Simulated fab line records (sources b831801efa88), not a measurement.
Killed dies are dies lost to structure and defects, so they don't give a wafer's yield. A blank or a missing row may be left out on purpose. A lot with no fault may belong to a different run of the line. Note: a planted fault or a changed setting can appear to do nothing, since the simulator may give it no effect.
Problem report, 8D (eight disciplines) form, completed by code	flow gf180mcu	the parts of the form that need people (team, actions taken, sign-off) are left out

== 1. PROBLEM STATEMENT ==
Across 6 wafers from 2 lots, V2_W_RS at GF_V2_RS_MEAS_24 averages 0.239 ohm/sq, while fault-free wafers read 0.329 ohm/sq with a standard deviation of 0.0036. Relative to the usual mean, that is a shift of -25 standard deviations.
The step: measures by four-point-probe.
First seen on wafer L543.1, day 25 06:10, on film_metro-01. The record holds 18 wafers of 6 lots with a number at this step. Rule for "out", or "out of limits": more than 4 standard deviations from the usual mean. Any other wafer with a number is counted as sound.

== 2. WHAT THIS IS AND IS NOT ==
question	is	is not
which readings at this step	V2_W_RS	-
which lots	L543, L545	L532, L537, L548, L554
which wafers of those lots	all that have a number	-
read on which gauges	film_metro-01	film_metro-03, film_metro-04
when	from day 25 06:10	up to then (6 sound wafers); but 6 sound wafers of L548, L554 came after

== 3. WHAT RULES OUT EACH SUSPECT ==
Counting: a tool stays on the suspect list if, at a process step up to the reading, it processed all lots that are out and no sound lot following the first of them.
- the gauge at GF_V2_RS_MEAS_24 has been ruled out. All the wafers that are out were read on film_metro-01, but those of them that GF_V2_CVD_23 has rows for are out there too, on other tools.
- rie_diel-01 at GF_V2_ETCH_16 (etches BARC in N2/H2): kept. It ran every lot that is out, first L543 (day 25 05:17), and no sound lot after that.
- rie_diel-01 at GF_V2_ETCH_17 (etches SiO2 in C4F8/O2/Ar, stops on TiN, target depth 630 nm): kept. It ran every lot that is out, first L543 (day 25 05:25), and no sound lot after that. GF_V2_ETCH_17 gives no start for some lots, so the hours and the order of its lots are those of GF_V2_STRIP_18.
- cvd_w-02 at GF_V2_CVD_23 (deposits W, target thk 350 nm, time 104.94 s): kept. Every lot that is out went through it, starting with L543 (day 25 06:02), and after that it ran no sound lot; the last sound lot it ran before then is L532 (day 20 00:47). Its own susceptor_temp_C readings are out on those wafers.
After the count, these remain: rie_diel-01 at GF_V2_ETCH_16, rie_diel-01 at GF_V2_ETCH_17 and cvd_w-02 at GF_V2_CVD_23.

== 4. THE CAUSE (what the simulator had put in) ==
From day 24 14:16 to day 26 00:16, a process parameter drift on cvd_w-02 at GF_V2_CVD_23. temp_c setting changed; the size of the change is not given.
Counting left 3 suspects, and this tool is among them.

== 5. THE CHAIN OF EFFECTS, in route order ==
One row per reading whose mean, taken over the struck wafers that have a number, lies over 3 standard deviations from the usual. Readings are gone through only where the record gives a usual standard deviation; hours: the median, over the lots, of the time from a lot's start at the first step in this table giving one to that lot's start at this step; sigmas: the change measured in usual standard deviations.
hours	step	reading	usual	on struck wafers	change	sigmas
0	GF_V2_CVD_23	heater_power_outer_w	574 W	676	+102	+3.2
0	GF_V2_CVD_23	heater_power_w	934 W	1057	+123	+3.7
0	GF_V2_CVD_23	susceptor_temp_C	400.03 C	417.55	+17.52	+80
0	GF_V2_RS_MEAS_24	V2_W_RS	0.329 ohm/sq	0.239	-0.090	-25
0	GF_V2_THK_MEAS_25	V2_W_THK	347 nm	480	+133	+25
0	GF_V2_CMP_26	time_to_endpoint_s	85 s	117	+32	+6.9
Process steps it contains:
- GF_V2_CVD_23: deposits W, target thk 350 nm, time 104.94 s.
- GF_V2_CMP_26: polishes, stops on SiO2, t overpolish 15 s, target thk 0 nm.

== 6. HOW IT WOULD HAVE BEEN CAUGHT EARLIER ==
In this record the first reading out of limits at a measuring or inspecting step was taken at day 25 06:10, 16 hours after the fault began at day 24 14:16.
The tool's own readings at GF_V2_CVD_23 were out on every struck wafer that the step has a row for (susceptor_temp_C): an alarm limit on them would have fired on the first of those.
Among the 2 lots that are out, L545 began GF_V2_CVD_23 on cvd_w-02 after day 25 06:10. A hold on the tool at that time would have spared it.
